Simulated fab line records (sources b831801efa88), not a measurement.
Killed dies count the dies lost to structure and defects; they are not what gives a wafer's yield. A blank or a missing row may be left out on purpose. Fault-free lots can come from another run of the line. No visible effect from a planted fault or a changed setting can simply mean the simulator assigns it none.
A single fault, viewed from 2 desks -- flow gf180mcu -- only its own numbers are on each desk; what lay behind them is given at the end

AT THE TOOL OWNER'S DESK: wet_bench-01
The tool's own readings at GF_V4_STRIP_19 (strips in post etch residue remover, time 1200 s): means of the sampled wafers that have a number, for each lot that ran on this tool. A lot is out of limits, marked OUT, if its mean lies more than 4 standard deviations from the usual mean; the brackets give that distance.
Columns: A = temp_c at GF_V4_STRIP_19, usual 72.51 C
lot,first seen here,A
L813,day 24 08:11,72.61
L817,day 25 19:43,72.54
L818,day 26 01:37,72.50
L819,day 26 21:08,72.40
L820,day 27 01:53,72.45
L822,day 27 11:23,72.41
L834,day 30 22:19,72.61
Result from this desk: across the 7 lots, nothing is out of limits.

AT THE METROLOGY DESK
Means of the sampled wafers that have a number, per lot and without regard to the tool the lot ran on: this is what the gauges read. A lot is out of limits, marked OUT, if its mean lies more than 4 standard deviations from the usual mean; the brackets give that distance.
Columns: A = TOP_METAL_ALCU_RS at GF_TOP_METAL_RS_MEAS_05, usual 0.0328 ohm/sq; B = TOP_METAL_ALCU_THK at GF_TOP_METAL_THK_MEAS_06, usual 891 nm
lot,first seen here,A,B
L813,day 27 04:05,0.0328,888
L814,day 27 21:20,0.0331,887
L817,day 28 19:13,0.0323,905
L818,day 28 22:49,0.0320,915
L819,day 29 16:29,0.0322,908
L820,day 29 18:44,0.0327,896
L821,day 29 20:08,0.0336,870
L822,day 30 01:50,0.0333,879
L832,day 32 21:18,0.0324,909
L833,day 33 00:13,0.0327,895
L834,day 33 05:31,0.0333,876
L836,day 33 14:53,0.0334,874
L835,day 33 16:23,0.0331,884
Result from this desk: across the 13 lots, nothing is out of limits.

BROUGHT TOGETHER
The desk of the tool owner found nothing out of limits.
From the metrology desk's view, nothing was out of limits.

WHAT THE SIMULATOR HAD INSERTED
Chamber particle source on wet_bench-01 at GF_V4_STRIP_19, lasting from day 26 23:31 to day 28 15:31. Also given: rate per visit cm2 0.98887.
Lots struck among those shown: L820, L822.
